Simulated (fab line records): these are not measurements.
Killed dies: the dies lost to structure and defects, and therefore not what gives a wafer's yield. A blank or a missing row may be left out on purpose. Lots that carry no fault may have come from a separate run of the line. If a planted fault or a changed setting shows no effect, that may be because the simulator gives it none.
A struck lot beside a sound one || flow sky130 || 32 steps out of a route of 708
Sound: wafers L407.1, L407.5, L407.6. Struck: wafer L418.6 (L418.2, L418.3, from the same lot, were not struck and are left out); the cause is given at the end.
For every step that has rows: the tool of each side, followed by ch and its chambers, followed by its first start. Under that, the readings that differ: sound wafers || struck wafers || difference of the means || sigmas: that difference in standard deviations of wafers without a fault.
alike: readings with means less than 2 such deviations apart, plus words and numbers identical on both sides. not compared: withheld readings, readings lacking a value on some wafer, bounds such as >300 that could conceal the same value, and numbers that have no deviation in the record and whose values overlap.
A row with sigmas, a row that says differs or no value, or rows on one side alone: a step with any of these is where the two part. When numbers do not overlap yet have no deviation, they are printed without sigmas and do not part them. A reading that every wafer of one side lacks parts them only if that side has two wafers or more.

first, 4 steps without rows for these wafers: SKY_VIA1_STRIP_17 (strips in post etch residue remover, time 1200 s); SKY_VIA1_CLEAN_18 (cleans in IPA, time 180 s); SKY_VIA1_CLEAN_19 (cleans in O3/DIW); SKY_VIA1_SPUTTER_20 (material TiN, target thk 20 nm, time 80 s).
SKY_VIA1_CVD_21: deposits W, target thk 270 nm, time 80.902 s.
  sound on cvd-w-01 ch 0,1, day 34 14:40; struck on cvd-w-01 ch 0, day 37 21:41
  alike: heater-power-w
SKY_VIA1_RS_MEAS_22: the measuring method here is four-point-probe.
  struck on film-metro-03, day 37 21:51; sound on film-metro-04, day 34 14:45
  alike: VIA1_W_RS
SKY_VIA1_THK_MEAS_23: measures by xrf.
  struck on film-metro-03, day 37 21:58; sound on film-metro-04, day 34 14:52
  alike: VIA1_W_THK
then, 4 steps without rows for these wafers: SKY_VIA1_CMP_24 (polishes, stops on SiO2, t overpolish 15 s, target thk 0 nm); SKY_METAL2_SPUTTER_00 (material Ti, target thk 15 nm, time 10 s); SKY_METAL2_SPUTTER_01 (material TiN, target thk 20 nm, time 16.7 s); SKY_METAL2_SPUTTER_02 (material AlCu, target thk 250 nm, time 13.3 s).
SKY_METAL2_SPUTTER_03: material Ti, target thk 5 nm, time 3.3 s.
  struck on pvd-sputter-01, day 37 22:23; sound on pvd-sputter-04, day 34 15:18
  alike: throttle-valve-pct
SKY_METAL2_SPUTTER_04: material TiN, target thk 70 nm, time 58.3 s.
  struck on pvd-sputter-01, day 37 22:24; sound on pvd-sputter-04, day 34 15:19
{"reading": "model.TiN_of_METAL2_SPUTTER_04.thk-nm (nm)", "sound": "69.49 69.67 68.94", "struck": 52.53, "difference": -16.84, "sigmas": ""}
  alike: throttle-valve-pct
SKY_METAL2_RS_MEAS_05: the measuring method here is four-point-probe.
  struck on film-metro-01, day 37 22:28; sound on film-metro-04, day 34 15:22
  alike: METAL2_ALCU_RS
SKY_METAL2_THK_MEAS_06: measures by xrf.
  struck on film-metro-01, day 37 22:35; sound on film-metro-04, day 34 15:29
{"reading": "METAL2_ALCU_THK (nm)", "sound": "248.5 249.9 250.0", "struck": 256.4, "difference": "+6.9", "sigmas": "+3"}
then, 8 steps without rows for these wafers: SKY_METAL2_DEHYDRATE_07 (time 60 s); SKY_METAL2_HMDS_08 (prime time 60 s); SKY_METAL2_COAT_09 (resist thk 60 nm); SKY_METAL2_COAT_10 (resist thk 450 nm); SKY_METAL2_SOFTBAKE_11 (time 90 s); SKY_METAL2_EXPOSE_12 (exposes mask MM2, target cd 140 nm); SKY_METAL2_PEB_13; SKY_METAL2_DEVELOP_14 (develop time 60 s).
SKY_METAL2_CD_MEAS_15 targets a cd of 140 nm.
  struck on cd-sem-02, day 38 23:42; sound on cd-sem-02, day 35 16:53
  alike: cd-nm
SKY_METAL2_OVL_MEAS_16:
  struck on overlay-02, day 38 23:48; sound on overlay-02, day 35 17:00
  alike: METAL2_OVL
SKY_METAL2_DESCUM_17: chemistry O2, time 8 s.
  sound on rie-metal-03 ch 1, day 35 17:02; struck on rie-metal-04 ch 0, day 38 23:50
  alike: drypump-motor-current-A, oes-product-au
  not compared: rf-hours-counter-h
then, 1 step without rows for these wafers: SKY_METAL2_ETCH_18 (etches BARC in N2/H2, stops on SiO2, time 45.9 s, target depth 60 nm).
SKY_METAL2_METAL_ETCH_19: etches the open film in Cl2/BCl3, stops on SiO2, target depth 360 nm, time 78 s.
  sound on rie-metal-03 ch 1, day 35 17:13; struck on rie-metal-04 ch 0, day 38 23:56
  alike: drypump-motor-current-A, oes-product-au, throttle-valve-pct
  not compared: rf-hours-counter-h
SKY_METAL2_STRIP_20: strips in O2/N2.
  sound on plasma-asher-04 ch 0,1, day 35 17:24; struck on plasma-asher-04 ch 0, day 39 00:01
  alike: drypump-motor-current-A, oes-product-au, strip-time-to-endpoint-s
  not compared: rf-hours-counter-h
SKY_METAL2_STRIP_21: strips in post etch residue remover, time 1200 s.
  sound on wet-bench-04 ch 0, day 35 17:30; struck on wet-bench-03 ch 0, day 39 00:07
{"reading": "model.TiN_of_METAL2_SPUTTER_04.thk-nm (nm)", "sound": "69.07 69.24 68.52", "struck": 52.11, "difference": -16.83, "sigmas": ""}
then, 1 step without rows for these wafers: SKY_METAL2_CLEAN_22 (cleans in IPA, time 180 s).
-- the record jumps here: 10 days lie between the struck wafers' starts before and after (it left off in module METAL2 and takes up again in module PAD_OPEN, whose first step shown is number 708 of the route) --
SKY_PAD_OPEN_PROBE_99:
  struck on prober-02, day 48 19:55; sound on prober-01, day 46 05:53
{"reading": "killed-at-front-end", "sound": "10 8 12", "struck": 20, "difference": "+10", "sigmas": "+2"}
  alike: defect-limited-yield, killed_at_M0_to_M3, killed_at_M4_up, killed-at-contacts, killed-at-other, killed-dies, killed-open, killed-short, sort_bin_3_pad_short, sort_bin_5_function, sort_bin_6_memory, sort-n-pass, sort-yield-pct

== WHERE THEY PART ==
Last at SKY_PAD_OPEN_PROBE_99 as far as this record goes, first at SKY_METAL2_THK_MEAS_06.

WHY: what the simulator had put in
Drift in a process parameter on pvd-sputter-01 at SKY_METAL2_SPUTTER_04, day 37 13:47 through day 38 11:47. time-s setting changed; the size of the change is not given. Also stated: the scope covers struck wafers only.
